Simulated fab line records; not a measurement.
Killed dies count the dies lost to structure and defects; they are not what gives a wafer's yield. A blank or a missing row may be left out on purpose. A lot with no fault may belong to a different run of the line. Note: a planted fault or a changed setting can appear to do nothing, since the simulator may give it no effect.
What tool caused it?    flow gf180mcu    Sampling: 12 lots, 36 wafers, 6 of 602 route steps

WHAT THE GAUGES READ, wafer by wafer
GF_NWELL_TW_MEAS_11.
lot   measured     on             NWELL_TW
L279  day 3 06:52  film_metro-03  1561 1569 1568
L280  day 3 12:31  film_metro-03  1574 1570 1575
L284  day 4 15:20  film_metro-01  1573 1573 1572
L283  day 4 16:02  film_metro-03  1568 1565 1569
L285  day 4 18:11  film_metro-03  1562 1575 1568
L286  day 4 23:56  film_metro-03  1574 1569 1573
L288  day 5 12:32  film_metro-01  1565 1570 1567
L291  day 6 02:08  film_metro-01  1573 1576 1563
L292  day 6 05:26  film_metro-01  1567 1575 1576
L294  day 6 17:11  film_metro-02  1562 1564 1562
L301  day 8 06:42  film_metro-03  1807 1794 1804
L302  day 8 11:11  film_metro-02  1803 1801 1794

GF_VT_IMPLANT_RS_MEAS_47: uses a four-point probe to measure.
lot   measured      on             NWELL_RS (ohm/sq)
L279  day 7 10:20   film_metro-02  486.4 487.3 486.0
L280  day 7 18:36   film_metro-02  485.6 485.8 484.9
L284  day 9 01:52   film_metro-01  486.2 485.2 485.4
L283  day 9 02:56   film_metro-03  486.0 488.2 487.1
L285  day 9 08:22   film_metro-03  485.0 485.4 485.7
L286  day 9 13:43   film_metro-01  485.7 485.8 486.2
L288  day 10 04:14  film_metro-03  486.3 485.4 485.5
L291  day 10 21:52  film_metro-03  486.1 485.8 486.9
L292  day 11 03:21  film_metro-02  487.1 487.0 486.7
L294  day 11 16:04  film_metro-03  484.9 484.7 484.2
L301  day 13 13:26  film_metro-03  378.7 379.5 379.3
L302  day 13 17:46  film_metro-02  379.7 379.3 380.4

GF_CONTACT_BOW_MEAS_05.
lot   measured      on             CONTACT_BOW (um)
L279  day 14 14:40  film_metro-02  72 71 68
L280  day 15 04:35  film_metro-02  68 63 57
L284  day 16 22:08  film_metro-03  57 55 59
L283  day 16 23:05  film_metro-02  54 72 64
L285  day 17 12:47  film_metro-02  68 71 65
L286  day 17 15:17  film_metro-01  53 61 53
L288  day 19 00:19  film_metro-02  70 70 67
L291  day 19 23:44  film_metro-03  60 52 58
L292  day 20 11:28  film_metro-01  86 65 61
L294  day 21 00:28  film_metro-01  74 70 69
L301  day 22 16:10  film_metro-02  66 63 64
L302  day 23 01:26  film_metro-01  65 60 73

GF_V1_THK_MEAS_25: measures by xrf.
lot   measured      on             V1_W_THK (nm)
L279  day 17 11:15  film_metro-02  353 352 351
L280  day 18 05:23  film_metro-04  352 352 355
L284  day 20 01:41  film_metro-02  340 343 341
L283  day 20 03:02  film_metro-01  358 352 353
L285  day 20 18:20  film_metro-01  352 356 356
L286  day 20 20:06  film_metro-04  359 357 356
L288  day 22 05:05  film_metro-04  350 356 356
L291  day 23 04:41  film_metro-01  355 354 357
L292  day 23 14:39  film_metro-04  354 357 360
L294  day 24 02:35  film_metro-04  352 354 353
L301  day 25 14:44  film_metro-04  360 356 359
L302  day 25 22:37  film_metro-04  356 358 361

EACH LOT AND THE TOOL THAT RAN IT (in order: tool; ch and the chambers of the sampled wafers; start)
lot   GF_NWELL_IMPLANT_08             GF_V1_SPUTTER_22
L279  implanter-04 ch 0, day 3 06:28  pvd_sputter-01, day 17 10:58
L280  implanter-01 ch 0, day 3 12:08  pvd_sputter-02, day 18 05:06
L284  implanter-01 ch 0, day 4 14:56  pvd_sputter-02, day 20 01:25
L283  implanter-01 ch 0, day 4 15:38  pvd_sputter-01, day 20 02:46
L285  implanter-01 ch 0, day 4 17:38  pvd_sputter-02, day 20 18:04
L286  implanter-04 ch 0, day 4 23:32  pvd_sputter-04, day 20 19:50
L288  implanter-02 ch 0, day 5 12:09  pvd_sputter-02, day 22 04:48
L291  implanter-04 ch 0, day 6 01:44  pvd_sputter-02, day 23 04:25
L292  implanter-04 ch 0, day 6 05:03  pvd_sputter-04, day 23 14:22
L294  implanter-04 ch 0, day 6 16:47  pvd_sputter-01, day 24 02:19
L301  implanter-04 ch 0, day 8 06:19  pvd_sputter-02, day 25 14:25
L302  implanter-04 ch 0, day 8 10:47  pvd_sputter-01, day 25 22:20
- GF_NWELL_IMPLANT_08
- GF_V1_SPUTTER_22: material TiN, target thk 10 nm, time 40 s.

AS READ BY THE TOOLS THEMSELVES (means over the sampled wafers that have a number; for cases with no such wafer, the mark the record gives instead)
GF_NWELL_IMPLANT_08.
lot   tool          dose_ions_cm2  faraday_current_uA
L279  implanter-04  1.5005e+13     84.1
L280  implanter-01  1.4993e+13     84.1
L284  implanter-01  1.4998e+13     85.6
L283  implanter-01  1.5006e+13     85.0
L285  implanter-01  1.4984e+13     85.1
L286  implanter-04  1.5007e+13     84.0
L288  implanter-02  1.5004e+13     83.9
L291  implanter-04  1.4995e+13     85.2
L292  implanter-04  1.4993e+13     84.6
L294  implanter-04  1.5002e+13     85.7
L301  implanter-04  2.4696e+13     138.3
L302  implanter-04  2.4676e+13     137.1

GF_V1_SPUTTER_22.
lot   tool            cathode_dc_power_W (W)  chamber_pressure_pa (Pa)  throttle_valve_pct (%)
L279  pvd_sputter-01  4000.5                  5.002                     28.7
L280  pvd_sputter-02  4001.3                  4.998                     31.0
L284  pvd_sputter-02  4000.8                  4.999                     31.3
L283  pvd_sputter-01  3999.8                  5.000                     29.1
L285  pvd_sputter-02  4000.2                  5.001                     31.0
L286  pvd_sputter-04  4000.7                  5.002                     30.3
L288  pvd_sputter-02  4000.7                  5.000                     31.1
L291  pvd_sputter-02  3999.7                  4.989                     31.0
L292  pvd_sputter-04  4000.0                  5.001                     30.3
L294  pvd_sputter-01  3999.8                  5.000                     29.8
L301  pvd_sputter-02  3999.9                  4.997                     31.1
L302  pvd_sputter-01  3999.5                  5.007                     29.0

THE ANSWER, worked out from the rows above alone
Rule: the lots themselves supply what counts as usual. Put in order of their means at a reading, lots are off if they are a third of the lots or fewer, leave a main group of 4 or more, and stand apart from it by a gap of 3 or more times the standard deviation of the main group's means; of several such gaps the widest counts. A main group is skipped when, at the precision printed for the reading in the tables above, its means are all equal. A lot without any number at a reading at which 4 lots or more have one is off too. The other lots that the step has rows for count as sound. First the gauges in route order, then the tools' own readings, where a lot's mean is used as printed above. The first step at which some lot is off is used, and at that step the reading that is off furthest; a lot without a number counts as furthest.
Off: L301, L302, at GF_NWELL_TW_MEAS_11 (NWELL_TW). Main group: mean 1569, sd 3.3.
A tool fits if, at a process step before that reading, it ran every lot that is off, and no sound lot after the first of them. The gauges at GF_NWELL_TW_MEAS_11 aren't tried: what is off there is off at GF_NWELL_IMPLANT_08 too, on other tools, and a gauge's error can't cause that. One candidate fits, namely implanter-04 at GF_NWELL_IMPLANT_08. A fault onset in the window from L294 (day 6 16:47, its last sound lot) to L301 (day 8 06:19, its first lot off) fits.
The tool's own readings at GF_NWELL_IMPLANT_08 bear it out: on the lots that are off they differ by more than 5 times the standard deviation of the sound lots' means. dose_ions_cm2 reads 2.4686e+13 there against 1.4999e+13 on the sound lots; faraday_current_uA reads 137.7 there against 84.7 on the sound lots.

WHAT THE SIMULATOR HAD INSERTED
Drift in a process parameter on implanter-04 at GF_NWELL_IMPLANT_08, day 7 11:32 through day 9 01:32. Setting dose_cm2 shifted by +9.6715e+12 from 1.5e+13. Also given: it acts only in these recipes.
Struck lots among those shown: L301, L302. The rule above found the same.
